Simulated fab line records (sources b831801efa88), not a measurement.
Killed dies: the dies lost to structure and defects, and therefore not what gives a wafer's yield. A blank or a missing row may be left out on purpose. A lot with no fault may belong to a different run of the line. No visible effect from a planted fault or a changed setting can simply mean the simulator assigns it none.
Problem report in the 8D (eight disciplines) form, filled by code    flow sfq line    the parts of the form that need people (team, actions taken, sign-off) are left out

1. THE ISSUE
M4_NB_RS at SFQ_M4_RS_MEAS_924 reads a mean of 1.877 ohm/sq on 3 wafers of 2 lots; wafers without a fault read 0.890 ohm/sq with a standard deviation of 0.013. Relative to the usual mean, that is a shift of +76 standard deviations.
The step: measures by four-point-probe.
Seen first at day 49 01:41 on film metro-02, wafer L467.6. At this step, 41 wafers from 14 lots have a number in the record. Rule for "out" (also "out of limits"): further than 4 standard deviations from the usual mean. The other wafers with a number count as sound.

2. WHAT IT IS, WHAT IT ISN'T
question                     is                      is not
which readings at this step  M4_NB_RS                -
which lots                   L467, L469              L453, L454, L455, L456, L458, L459, L461, L462, L463, L464, L472, L476
which wafers of those lots   L467.6, L469.3, L469.6  L467.4, L469.2
read on which gauges         film metro-02           film metro-01, film metro-03
when                         from day 49 01:41       up to then (31 sound wafers); but 7 sound wafers of L469, L472, L476 came after

3. SUSPECTS, AND WHAT RULES EACH OUT
Counting: if a tool at a process step up to the reading ran every lot that is out, it stays a suspect. Sound lots after the first of them don't rule it out here, since some wafers of a struck lot are sound.
- ruled out: the gauge at SFQ_M4_RS_MEAS_924. All the wafers that are out were read on film metro-02, but those of them that SFQ_TRILAYER_M4_ETCH_METAL_ETCH_096 has rows for are out there too, on other tools.
- pvd sputter-04 at SFQ_TRILAYER_M4_DEP_SPUTTER_091 (material Nb, target thk 200 nm, time 133.3 s): kept. It ran every lot that is out, first L467 (day 49 01:32); its last sound lot up to then is L462 (day 46 22:38).
Remaining after the count: pvd sputter-04 at SFQ_TRILAYER_M4_DEP_SPUTTER_091.

4. THE CAUSE (what the simulator had put in)
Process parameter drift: pvd sputter-04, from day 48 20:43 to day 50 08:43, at SFQ_TRILAYER_M4_DEP_SPUTTER_091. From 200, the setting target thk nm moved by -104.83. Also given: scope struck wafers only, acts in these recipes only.
The count eliminated every tool but this one.

5. THE EFFECT CHAIN, in route order
Each row: a reading whose mean over the struck wafers that have a number lies more than 3 standard deviations from the usual. Scope: only readings with a usual standard deviation given in the record; hours: median across lots of the time from each lot's start at the first step in this table that gives one to its start at this step; sigmas: change in usual standard deviations.
hours  step                                 reading         usual         on struck wafers  change  sigmas
0      SFQ_M4_RS_MEAS_924                   M4_NB_RS        0.890 ohm/sq  1.877             +0.987  +76
18     SFQ_TRILAYER_M4_ETCH_METAL_ETCH_096  oes product au  0.894 a.u.    0.628             -0.266  -33
Process steps it contains:
- SFQ_TRILAYER_M4_ETCH_METAL_ETCH_096: etches Nb in Cl2/Ar, stops on SiO2, target depth 240 nm, time 120 s.

6. HOW IT WOULD HAVE BEEN CAUGHT EARLIER
5 hours passed between the start of the fault at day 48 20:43 and the first reading out of limits at a measuring or inspecting step in this record, taken at day 49 01:41.
No tool reading at SFQ_TRILAYER_M4_DEP_SPUTTER_091 that has a usual standard deviation in the record was out on any struck wafer, so an alarm limit of 4 standard deviations on those readings would not have fired.
L469, from the lots that are out (2), started SFQ_TRILAYER_M4_DEP_SPUTTER_091 on pvd sputter-04 later than day 49 01:41. Putting the tool on hold at that point would have spared it.
